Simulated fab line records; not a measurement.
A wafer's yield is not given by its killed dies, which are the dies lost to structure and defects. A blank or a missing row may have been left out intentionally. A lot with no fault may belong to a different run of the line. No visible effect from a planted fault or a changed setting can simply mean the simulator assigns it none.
Which tool was responsible? :: flow sfq_line :: 42 wafers from 14 lots sampled at 3 of the route's 325 steps

WHAT THE GAUGES READ, wafer by wafer
SFQ_I6_BOW_MEAS_941.
lot: L750
measured: day 72 11:28
on: film_metro-02
I6_BOW (um): -13 -13 -17

lot: L751
measured: day 72 12:10
on: film_metro-03
I6_BOW (um): 8 8 23

lot: L752
measured: day 72 14:32
on: film_metro-02
I6_BOW (um): 5 -1 -5

lot: L756
measured: day 73 06:04
on: film_metro-03
I6_BOW (um): -4 1 3

lot: L757
measured: day 73 09:41
on: film_metro-02
I6_BOW (um): -1 9 5

lot: L758
measured: day 73 19:22
on: film_metro-02
I6_BOW (um): -12 -2 -14

lot: L759
measured: day 74 15:55
on: film_metro-01
I6_BOW (um): -1 7 -3

lot: L760
measured: day 75 14:53
on: film_metro-02
I6_BOW (um): 5 22 12

lot: L762
measured: day 76 02:19
on: film_metro-03
I6_BOW (um): 20 14 27

lot: L763
measured: day 76 11:16
on: film_metro-03
I6_BOW (um): 0 -12 3

lot: L765
measured: day 76 18:15
on: film_metro-01
I6_BOW (um): -24 -27 -26

lot: L771
measured: day 78 07:05
on: film_metro-03
I6_BOW (um): -2 -4 3

lot: L772
measured: day 78 10:04
on: film_metro-03
I6_BOW (um): 10 18 4

lot: L773
measured: day 78 13:05
on: film_metro-02
I6_BOW (um): 12 7 15

EACH LOT AND THE TOOL THAT RAN IT (in order: tool; ch and the chambers of the sampled wafers; start)
lot: L750
SFQ_TRILAYER_M5_BARC_OPEN_METAL_ETCH_161: rie_metal-02 ch 0,1, day 57 12:10
SFQ_TRILAYER_M6_BARC_OPEN_METAL_ETCH_206: rie_metal-02 ch 0,1, day 72 05:36

lot: L751
SFQ_TRILAYER_M5_BARC_OPEN_METAL_ETCH_161: rie_metal-02 ch 0,1, day 57 19:23
SFQ_TRILAYER_M6_BARC_OPEN_METAL_ETCH_206: rie_metal-02 ch 0,1, day 72 08:05

lot: L752
SFQ_TRILAYER_M5_BARC_OPEN_METAL_ETCH_161: rie_metal-02 ch 1, day 57 21:46
SFQ_TRILAYER_M6_BARC_OPEN_METAL_ETCH_206: rie_metal-03 ch 0, day 72 10:28

lot: L756
SFQ_TRILAYER_M5_BARC_OPEN_METAL_ETCH_161: rie_metal-02 ch 0,1, day 58 10:58
SFQ_TRILAYER_M6_BARC_OPEN_METAL_ETCH_206: rie_metal-02 ch 0, day 73 02:00

lot: L757
SFQ_TRILAYER_M5_BARC_OPEN_METAL_ETCH_161: rie_metal-02 ch 0,1, day 58 14:35
SFQ_TRILAYER_M6_BARC_OPEN_METAL_ETCH_206: rie_metal-03 ch 0,1, day 73 05:37

lot: L758
SFQ_TRILAYER_M5_BARC_OPEN_METAL_ETCH_161: rie_metal-02 ch 0,1, day 58 18:10
SFQ_TRILAYER_M6_BARC_OPEN_METAL_ETCH_206: rie_metal-03 ch 0,1, day 73 15:19

lot: L759
SFQ_TRILAYER_M5_BARC_OPEN_METAL_ETCH_161: rie_metal-02 ch 0, day 59 19:23
SFQ_TRILAYER_M6_BARC_OPEN_METAL_ETCH_206: rie_metal-03 ch 0,1, day 74 11:51

lot: L760
SFQ_TRILAYER_M5_BARC_OPEN_METAL_ETCH_161: rie_metal-01 ch 0,1, day 60 20:07
SFQ_TRILAYER_M6_BARC_OPEN_METAL_ETCH_206: rie_metal-02 ch 0,1, day 75 10:39

lot: L762
SFQ_TRILAYER_M5_BARC_OPEN_METAL_ETCH_161: rie_metal-03 ch 0,1, day 60 23:44
SFQ_TRILAYER_M6_BARC_OPEN_METAL_ETCH_206: rie_metal-03 ch 0,1, day 75 21:35

lot: L763
SFQ_TRILAYER_M5_BARC_OPEN_METAL_ETCH_161: rie_metal-02 ch 0,1, day 61 03:19
SFQ_TRILAYER_M6_BARC_OPEN_METAL_ETCH_206: rie_metal-02 ch 0,1, day 76 02:30

lot: L765
SFQ_TRILAYER_M5_BARC_OPEN_METAL_ETCH_161: rie_metal-02 ch 0,1, day 61 13:02
SFQ_TRILAYER_M6_BARC_OPEN_METAL_ETCH_206: rie_metal-02 ch 1, day 76 08:30

lot: L771
SFQ_TRILAYER_M5_BARC_OPEN_METAL_ETCH_161: rie_metal-03 ch 0,1, day 63 15:49
SFQ_TRILAYER_M6_BARC_OPEN_METAL_ETCH_206: rie_metal-02 ch 0,1, day 78 03:02

lot: L772
SFQ_TRILAYER_M5_BARC_OPEN_METAL_ETCH_161: rie_metal-01 ch 0,1, day 63 20:08
SFQ_TRILAYER_M6_BARC_OPEN_METAL_ETCH_206: rie_metal-02 ch 0,1, day 78 05:26

lot: L773
SFQ_TRILAYER_M5_BARC_OPEN_METAL_ETCH_161: rie_metal-03 ch 1, day 64 02:25
SFQ_TRILAYER_M6_BARC_OPEN_METAL_ETCH_206: rie_metal-03 ch 0,1, day 78 09:02
- SFQ_TRILAYER_M5_BARC_OPEN_METAL_ETCH_161: etches BARC in O2, target depth 125 nm, time 41.7 s.
- SFQ_TRILAYER_M6_BARC_OPEN_METAL_ETCH_206: etches BARC in O2, target depth 125 nm, time 41.7 s.

AS READ BY THE TOOLS THEMSELVES (means over the sampled wafers that have a number; for cases with no such wafer, the mark the record gives instead)
SFQ_TRILAYER_M5_BARC_OPEN_METAL_ETCH_161.
lot: L750
tool: rie_metal-02
bias_w (W): 79.88
drypump_motor_current_A (A): 5.9
oes_product_au (a.u.): 0.684

lot: L751
tool: rie_metal-02
bias_w (W): 79.75
drypump_motor_current_A (A): 5.5
oes_product_au (a.u.): 0.682

lot: L752
tool: rie_metal-02
bias_w (W): 79.77
drypump_motor_current_A (A): 5.1
oes_product_au (a.u.): 0.688

lot: L756
tool: rie_metal-02
bias_w (W): 80.23
drypump_motor_current_A (A): 5.9
oes_product_au (a.u.): 0.685

lot: L757
tool: rie_metal-02
bias_w (W): 80.20
drypump_motor_current_A (A): 5.5
oes_product_au (a.u.): 0.683

lot: L758
tool: rie_metal-02
bias_w (W): 80.20
drypump_motor_current_A (A): 5.5
oes_product_au (a.u.): 0.685

lot: L759
tool: rie_metal-02
bias_w (W): 80.19
drypump_motor_current_A (A): 6.3
oes_product_au (a.u.): 0.682

lot: L760
tool: rie_metal-01
bias_w (W): 80.27
drypump_motor_current_A (A): 6.2
oes_product_au (a.u.): 0.687

lot: L762
tool: rie_metal-03
bias_w (W): 79.80
drypump_motor_current_A (A): 5.3
oes_product_au (a.u.): 0.687

lot: L763
tool: rie_metal-02
bias_w (W): 80.02
drypump_motor_current_A (A): 5.5
oes_product_au (a.u.): 0.686

lot: L765
tool: rie_metal-02
bias_w (W): 79.59
drypump_motor_current_A (A): 5.5
oes_product_au (a.u.): 0.687

lot: L771
tool: rie_metal-03
bias_w (W): 80.11
drypump_motor_current_A (A): 5.4
oes_product_au (a.u.): 0.688

lot: L772
tool: rie_metal-01
bias_w (W): 80.01
drypump_motor_current_A (A): 5.9
oes_product_au (a.u.): 0.684

lot: L773
tool: rie_metal-03
bias_w (W): 79.78
drypump_motor_current_A (A): 5.2
oes_product_au (a.u.): 0.688

SFQ_TRILAYER_M6_BARC_OPEN_METAL_ETCH_206.
lot: L750
tool: rie_metal-02
bias_w (W): 79.99
drypump_motor_current_A (A): 5.5
oes_product_au (a.u.): 0.686

lot: L751
tool: rie_metal-02
bias_w (W): 79.98
drypump_motor_current_A (A): 5.5
oes_product_au (a.u.): 0.691

lot: L752
tool: rie_metal-03
bias_w (W): 80.37
drypump_motor_current_A (A): 5.5
oes_product_au (a.u.): 0.688

lot: L756
tool: rie_metal-02
bias_w (W): 80.15
drypump_motor_current_A (A): 6.3
oes_product_au (a.u.): 0.689

lot: L757
tool: rie_metal-03
bias_w (W): 79.94
drypump_motor_current_A (A): 5.4
oes_product_au (a.u.): 0.682

lot: L758
tool: rie_metal-03
bias_w (W): 79.91
drypump_motor_current_A (A): 5.4
oes_product_au (a.u.): 0.685

lot: L759
tool: rie_metal-03
bias_w (W): 80.10
drypump_motor_current_A (A): 5.4
oes_product_au (a.u.): 0.686

lot: L760
tool: rie_metal-02
bias_w (W): 80.01
drypump_motor_current_A (A): 5.4
oes_product_au (a.u.): 0.688

lot: L762
tool: rie_metal-03
bias_w (W): 79.56
drypump_motor_current_A (A): 5.4
oes_product_au (a.u.): 0.685

lot: L763
tool: rie_metal-02
bias_w (W): 79.84
drypump_motor_current_A (A): 5.5
oes_product_au (a.u.): 0.688

lot: L765
tool: rie_metal-02
bias_w (W): 80.00
drypump_motor_current_A (A): 5.1
oes_product_au (a.u.): 0.691

lot: L771
tool: rie_metal-02
bias_w (W): 86.69
drypump_motor_current_A (A): 5.5
oes_product_au (a.u.): 0.690

lot: L772
tool: rie_metal-02
bias_w (W): 86.69
drypump_motor_current_A (A): 5.9
oes_product_au (a.u.): 0.689

lot: L773
tool: rie_metal-03
bias_w (W): 80.10
drypump_motor_current_A (A): 5.3
oes_product_au (a.u.): 0.697

THE ANSWER, worked out from the rows above alone
Rule: usual is defined by the lots themselves. Put in order of their means at a reading, lots are off if they are a third of the lots or fewer, leave a main group of 4 or more, and stand apart from it by a gap of 3 or more times the standard deviation of the main group's means; of several such gaps the widest counts. A main group whose means are all the same, to the digits that the tables above print for the reading, isn't used. Also off: a lot with no number at a reading for which 4 or more lots have one. All remaining lots with rows at the step are treated as sound. The gauges are gone through in route order, then the tools' own readings, and for those a lot's mean is taken as printed above. The first step at which some lot is off is used, and at that step the reading that is off furthest; a lot without a number counts as furthest.
Off: L771, L772, at SFQ_TRILAYER_M6_BARC_OPEN_METAL_ETCH_206 (bias_w). Main group: mean 80.00 W, sd 0.18.
If a tool, at that step or one of the process steps before it, ran each lot that is off and ran no sound lot following the first of them, it fits. One fits: rie_metal-02 at SFQ_TRILAYER_M6_BARC_OPEN_METAL_ETCH_206. Its last sound lot is L765 (day 76 08:30), its first lot that is off L771 (day 78 03:02): a fault that began between those two fits.
The tool's own readings at SFQ_TRILAYER_M6_BARC_OPEN_METAL_ETCH_206 bear it out: on the lots that are off they differ by more than 5 times the standard deviation of the sound lots' means. bias_w reads 86.69 W there against 80.00 W on the sound lots.

WHAT HAD BEEN PUT IN BY THE SIMULATOR
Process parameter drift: rie_metal-02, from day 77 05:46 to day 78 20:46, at SFQ_TRILAYER_M6_BARC_OPEN_METAL_ETCH_206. Setting bias_w shifted by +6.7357 from 80. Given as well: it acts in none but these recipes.
Struck lots among those shown: L771, L772. The rule above reached the same finding.
